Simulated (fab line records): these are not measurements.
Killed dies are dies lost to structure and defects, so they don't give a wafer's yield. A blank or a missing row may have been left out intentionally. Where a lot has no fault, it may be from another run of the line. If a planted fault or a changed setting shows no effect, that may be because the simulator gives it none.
Struck lot and sound lot, side by side + flow gf180mcu + 23 out of 602 route steps
Sound: wafers L537.1, L537.2, L537.3. The struck wafers were L552.1, L552.5, L552.6. At the end, the cause is stated.
At each step with rows: each side's tool, then ch and its chambers, then its first start. Under that, the readings that differ: sound wafers + struck wafers + difference of the means + sigmas: that difference in standard deviations of wafers without a fault.
alike: a reading whose means differ by less than 2 such deviations, as well as words and numbers matching on both sides. not compared: withheld readings; readings where some wafer has no value; bounds like >300 that might hide an equal value; numbers whose values overlap and for which the record gives no deviation.
Wherever a step has rows on one side only, a row that says differs or no value, or a row with sigmas, the two part there. Numbers that don't overlap but have no deviation are shown without sigmas and don't part them. A reading missing from all wafers of one side parts the sides only when that side holds two or more wafers.

first, 2 steps without rows for these wafers: GF_HV_LDD_PEB_29; GF_HV_LDD_DEVELOP_30 (develop time 60 s).
GF_HV_LDD_CD_MEAS_31 targets a cd of 400 nm.
  sound on cd_sem-01 at day 13 14:38; struck on cd_sem-02 at day 19 03:24
  alike: cd_nm
GF_HV_LDD_OVL_MEAS_32:
  sound on overlay-01 at day 13 14:46; struck on overlay-01 at day 19 03:31
  alike: HV_LDD_02_OVL
then, 4 steps without rows for these wafers: GF_HV_LDD_IMPLANT_33; GF_HV_LDD_IMPLANT_34; GF_HV_LDD_IMPLANT_35; GF_HV_LDD_IMPLANT_36.
GF_HV_LDD_STRIP_37: strips in O2/N2.
  sound on plasma_asher-02 ch 0,1, day 13 15:24; struck on plasma_asher-03 ch 0,1, day 19 04:10
  alike: drypump_motor_current_A, heater_power_w, oes_product_au, strip_time_to_endpoint_s
  not compared: rf_hours_counter_h
GF_HV_LDD_TW_MEAS_38:
  sound on film_metro-04 at day 13 15:30; struck on film_metro-03 at day 19 04:16
  alike: HV_LDD_3_TW
then, 2 steps without rows for these wafers: GF_HV_LDD_DEHYDRATE_39 (time 60 s); GF_HV_LDD_HMDS_40 (prime time 60 s).
GF_HV_LDD_COAT_41: resist thk 1000 nm.
  sound on litho_track-01 ch 0, day 14 00:57; struck on litho_track-01 ch 0, day 19 15:57
| reading                                     | sound                | struck               | difference | sigmas |
|---------------------------------------------|----------------------|----------------------|------------|--------|
| spin_speed_rpm (rpm)                        | 2998.8 2997.0 2997.1 | 2801.7 2792.4 2794.9 | -201.3     | -96    |
| model.NOVOLAK_of_HV_LDD_COAT_41.thk_nm (nm) | 1002 1004 1003       | 1040 1040 1039       | +37        |        |
then, 3 steps without rows for these wafers: GF_HV_LDD_SOFTBAKE_42 (time 60 s); GF_HV_LDD_EXPOSE_43 (exposes mask Pplus HV AREA, target cd 400 nm); GF_HV_LDD_PEB_44.
GF_HV_LDD_DEVELOP_45: develop time 60.89 s.
  sound on litho_track-01 ch 0, day 14 11:33; struck on litho_track-02 ch 0, day 20 03:59
| reading                                     | sound          | struck         | difference | sigmas |
|---------------------------------------------|----------------|----------------|------------|--------|
| model.NOVOLAK_of_HV_LDD_COAT_41.thk_nm (nm) | 1001 1003 1002 | 1040 1039 1038 | +37        |        |
  not compared: model.HV_LDD.cd_nm
GF_HV_LDD_CD_MEAS_46 targets a cd of 400 nm.
  sound on cd_sem-02 at day 14 11:42; struck on cd_sem-02 at day 20 04:08
  alike: cd_nm
GF_HV_LDD_OVL_MEAS_47:
  sound on overlay-02 at day 14 11:49; struck on overlay-02 at day 20 04:16
  alike: HV_LDD_03_OVL
next, for these wafers, 1 step has no rows: GF_HV_LDD_IMPLANT_48.
GF_HV_LDD_STRIP_49: strips in O2/N2.
  sound on plasma_asher-02 ch 0,1, day 14 12:01; struck on plasma_asher-04 ch 0,1, day 20 04:26
| reading                      | sound             | struck            | difference | sigmas |
|------------------------------|-------------------|-------------------|------------|--------|
| strip_time_to_endpoint_s (s) | 12.64 12.66 12.65 | 13.05 13.03 13.02 | +0.38      | +11    |
  alike: drypump_motor_current_A, heater_power_w, oes_product_au
  not compared: rf_hours_counter_h
GF_HV_LDD_TW_MEAS_50:
  sound on film_metro-01 at day 14 12:07; struck on film_metro-01 at day 20 04:32
  alike: HV_LDD_4_TW
GF_PASSIVATION_PROBE_99:
  the record holds rows for the sound wafers here (prober-01, day 30 21:16) but none for the struck ones

== WHERE THEY PART ==
First at GF_HV_LDD_COAT_41; last, within this record, at GF_PASSIVATION_PROBE_99.

WHY: what the simulator had put in
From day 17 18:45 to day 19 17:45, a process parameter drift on litho_track-01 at GF_HV_LDD_COAT_41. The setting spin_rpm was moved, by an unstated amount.
